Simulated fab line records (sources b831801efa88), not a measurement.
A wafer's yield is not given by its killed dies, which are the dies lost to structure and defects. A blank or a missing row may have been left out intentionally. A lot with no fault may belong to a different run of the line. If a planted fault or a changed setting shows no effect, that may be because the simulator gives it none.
One fault seen from 2 desks | flow gf180mcu | each desk holds nothing but its own numbers, with what lay behind them at the end

TOOL OWNER'S DESK, rie si-02
The tool's own readings at GF_POLY_GATE_ETCH_13 (etches poly-Si in HBr/Cl2, stops on SiO2, target depth 198.5 nm, time 69.6 s): means of the sampled wafers that have a number, for each lot that ran on this tool. A lot is out of limits, marked OUT, if its mean lies more than 4 standard deviations from the usual mean; the brackets give that distance.
Columns: A = drypump motor current A at GF_POLY_GATE_ETCH_13, usual 5.7 A; B = oes product au at GF_POLY_GATE_ETCH_13, usual 0.985 a.u.; C = throttle valve pct at GF_POLY_GATE_ETCH_13, usual 33.685 %
lot  | first seen here | A   | B                | C
L561 | day 10 00:04    | 5.7 | 0.988            | 33.676
L563 | day 10 17:11    | 5.7 | 0.982            | 33.683
L565 | day 11 04:13    | 5.6 | 0.993            | 33.689
L568 | day 11 22:46    | 5.5 | 0.884 (-13) OUT  | 33.688
L571 | day 13 00:05    | 5.6 | 0.925 (-7.5) OUT | 33.694
L579 | day 15 02:17    | 5.6 | 0.974            | 33.680
L582 | day 16 02:28    | 5.9 | 0.982            | 33.679
This desk's verdict: out of limits on L568, L571, starting with L568 at day 11 22:46 (oes product au at GF_POLY_GATE_ETCH_13). L561, L563, L565, L579, L582 stayed within limits.

METROLOGY DESK
What the gauges read for every lot (on any tool): the sampled wafers with a number, averaged. A lot is out of limits, marked OUT, if its mean lies more than 4 standard deviations from the usual mean; the brackets give that distance.
Columns: A = VT_IMPLANT_01_OVL at GF_VT_IMPLANT_OVL_MEAS_18, usual -0.1 nm; B = VT_IMPLANT_3_TW at GF_VT_IMPLANT_TW_MEAS_32, usual 270.8; C = DUAL_GATE_OXIDATION_00_THK at GF_DUAL_GATE_THK_MEAS_03, usual 10.95 nm
lot  | first seen here | A    | B     | C
L560 | day 6 18:41     | 1.6  | 271.8 | 11.25
L561 | day 6 20:36     | -0.5 | 272.3 | 10.73
L563 | day 7 12:43     | -1.0 | 268.9 | 10.99
L564 | day 7 13:56     | 0.1  | 271.2 | 10.91
L565 | day 7 21:59     | 0.0  | 268.1 | 11.00
L568 | day 8 14:35     | -1.6 | 271.7 | 10.84
L571 | day 9 08:26     | -0.2 | 272.5 | 11.05
L573 | day 9 22:43     | -1.6 | 270.0 | 10.85
L576 | day 10 17:35    | -0.3 | 271.4 | 11.21
L579 | day 11 10:49    | 1.5  | 270.5 | 11.34
L580 | day 11 17:50    | -1.4 | 272.0 | 10.82
L581 | day 11 22:52    | 1.0  | 271.3 | 10.99
L582 | day 12 07:34    | 1.5  | 270.9 | 10.46
L583 | day 12 16:23    | -0.4 | 270.4 | 10.90
This desk's verdict: no lot among the 14 shows anything out of limits.

TAKEN TOGETHER
At day 11 22:46, on L568, L571, the tool owner's desk was in a position to raise an alarm.
From the metrology desk's view, nothing was out of limits.
The metrology desk holds a record of L568, L571, inside its limits.
On rie si-02, each named lot ran GF_POLY_GATE_ETCH_13.

WHAT WAS PUT IN BY THE SIMULATOR
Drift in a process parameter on rie si-02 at GF_POLY_GATE_ETCH_13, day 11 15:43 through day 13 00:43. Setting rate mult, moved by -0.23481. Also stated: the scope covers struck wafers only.
Shown lots that were struck: L568, L571.
Each desk's first reading out of limits, in hours after the fault started: the tool owner's desk, 7.
